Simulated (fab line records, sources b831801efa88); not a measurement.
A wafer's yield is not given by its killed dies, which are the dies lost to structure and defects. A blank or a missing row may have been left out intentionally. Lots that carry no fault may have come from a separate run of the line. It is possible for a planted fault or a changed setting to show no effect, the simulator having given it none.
Which tool is to blame?	flow gf180mcu	14 lots with 42 wafers sampled at 4 steps, on a route of 602 steps

## WHAT THE GAUGES READ, wafer by wafer
GF_TOP_METAL_CD_MEAS_14: the cd target is 440 nm. Usual: cd nm at 440.5 nm, with a standard deviation of 1.9.
lot	measured	on	cd nm (nm)	flag
L938	day 28 04:17	cd sem-02	441.3 440.9 441.8	
L939	day 28 15:48	cd sem-02	442.4 441.2 443.0	
L941	day 29 03:05	cd sem-01	441.6 443.0 441.4	
L942	day 29 08:22	cd sem-02	440.5 438.4 441.2	
L943	day 29 17:19	cd sem-02	438.4 440.6 439.2	
L944	day 30 01:52	cd sem-01	443.0 441.8 442.3	
L946	day 30 14:49	cd sem-01	442.9 442.4 441.2	
L952	day 32 04:07	cd sem-02	439.2 436.6 438.1	
L958	day 33 12:01	cd sem-02	440.6 443.2 440.0	
L959	day 33 20:58	cd sem-02	443.1 440.4 438.9	
L960	day 34 02:01	cd sem-01	438.8 440.3 440.0	
L961	day 34 07:08	cd sem-01	439.8 437.5 439.9	

## WHAT TOOL EACH LOT RAN ON (gives the tool, then ch and the chambers of the sampled wafers, and finally the start)
lot	GF_SALICIDE_WET_ETCH_07	GF_V5_ETCH_16	GF_V5_CVD_23
L938	wet bench-02 ch 1, day 15 05:05	rie diel-03 ch 1,2,3, day 27 06:04	cvd w-01 ch 0,1, day 27 07:15
L939	wet bench-03 ch 2, day 15 14:50	rie diel-02 ch 0,1,2, day 27 18:40	cvd w-01 ch 0,1, day 27 19:27
L941	wet bench-03 ch 3, day 16 06:38	rie diel-04 ch 0,3, day 28 06:19	cvd w-01 ch 1, day 28 07:06
L942	wet bench-02 ch 2, day 16 11:53	rie diel-02 ch 1,2, day 28 11:37	cvd w-02 ch 0,1, day 28 12:26
L943	wet bench-03 ch 1, day 17 00:45	rie diel-03 ch 2,3, day 28 20:19	cvd w-01 ch 0,1, day 28 21:07
L944	wet bench-02 ch 3, day 17 09:13	rie diel-04 ch 0,1,2, day 29 04:50	cvd w-02 ch 0,1, day 29 05:37
L946	wet bench-03 ch 3, day 18 02:44	rie diel-03 ch 0,2,3, day 29 18:53	cvd w-01 ch 0,1, day 29 19:42
L949	wet bench-03 ch 3, day 19 05:53	-	-
L950	wet bench-02 ch 3, day 19 15:59	-	-
L952	wet bench-03 ch 1, day 20 06:29	rie diel-02 ch 0,2, day 31 09:20	cvd w-02 ch 0,1, day 31 10:09
L958	wet bench-02 ch 2, day 22 04:33	rie diel-03 ch 0,2, day 32 19:01	cvd w-02 ch 0,1, day 32 19:47
L959	wet bench-02 ch 1, day 22 14:34	rie diel-02 ch 0,2,3, day 33 03:52	cvd w-02 ch 0,1, day 33 04:39
L960	wet bench-01 ch 3, day 22 22:48	rie diel-04 ch 0,1, day 33 09:01	cvd w-02 ch 0,1, day 33 09:47
L961	wet bench-02 ch 3, day 23 09:03	rie diel-04 ch 0,1,3, day 33 14:20	cvd w-02 ch 0,1, day 33 15:10
- GF_SALICIDE_WET_ETCH_07: etches the open film in SPM, target depth 120 nm.
- GF_V5_ETCH_16: etches BARC in N2/H2.
- GF_V5_CVD_23: deposits W, target thk 350 nm, time 104.9 s.

## WHAT THE TOOLS THEMSELVES READ (means of the sampled wafers that have a number; where no wafer has one, the mark that the record gives instead)
GF_V5_ETCH_16. Usual: drypump motor current A 6.0 A, standard deviation 0.52; oes product au 0.854 a.u., standard deviation 0.0046; throttle valve pct 13.224 %, standard deviation 0.0085.
lot	tool	drypump motor current A (A)	oes product au (a.u.)	throttle valve pct (%)	flag
L938	rie diel-03	5.6	0.850	13.223	
L939	rie diel-02	5.8	0.853	13.220	
L941	rie diel-04	6.4	0.852	13.232	
L942	rie diel-02	5.6	0.855	13.225	
L943	rie diel-03	6.1	0.854	13.225	
L944	rie diel-04	6.1	0.853	13.220	
L946	rie diel-03	6.2	0.855	13.226	
L952	rie diel-02	5.5	0.858	13.228	
L958	rie diel-03	6.3	0.858	13.230	
L959	rie diel-02	5.7	0.854	13.226	
L960	rie diel-04	6.1	0.855	13.220	
L961	rie diel-04	6.3	0.859	13.222	

GF_V5_CVD_23. Usual: heater power outer w 492 W, standard deviation 98; heater power w 816 W, standard deviation 160.
lot	tool	heater power outer w (W)	heater power w (W)	flag
L938	cvd w-01	569	971	
L939	cvd w-01	600	1005	
L941	cvd w-01	537	922	
L942	cvd w-02	395	673	
L943	cvd w-01	566	952	
L944	cvd w-02	403	673	
L946	cvd w-01	572	961	
L952	cvd w-02	394	666	
L958	cvd w-02	426	693	
L959	cvd w-02	416	691	
L960	cvd w-02	403	674	
L961	cvd w-02	402	667	

## THE ANSWER, worked out from the rows above alone
Rule: lot off if the mean of its wafers having a number is beyond 3 standard deviations from the usual mean. Also off: a lot with no number at a reading for which 4 or more lots have one. All remaining lots with rows at the step are treated as sound. Order of review: gauges by route order, followed by the tools' own readings, for which a lot's mean as printed above is used. At the first step where some lot is off, the reading lying furthest off is the one used; lots without a number count as furthest.
No lot is off on any of the readings shown, so nothing can be concluded from this.

## WHAT THE SIMULATOR HAD PUT IN
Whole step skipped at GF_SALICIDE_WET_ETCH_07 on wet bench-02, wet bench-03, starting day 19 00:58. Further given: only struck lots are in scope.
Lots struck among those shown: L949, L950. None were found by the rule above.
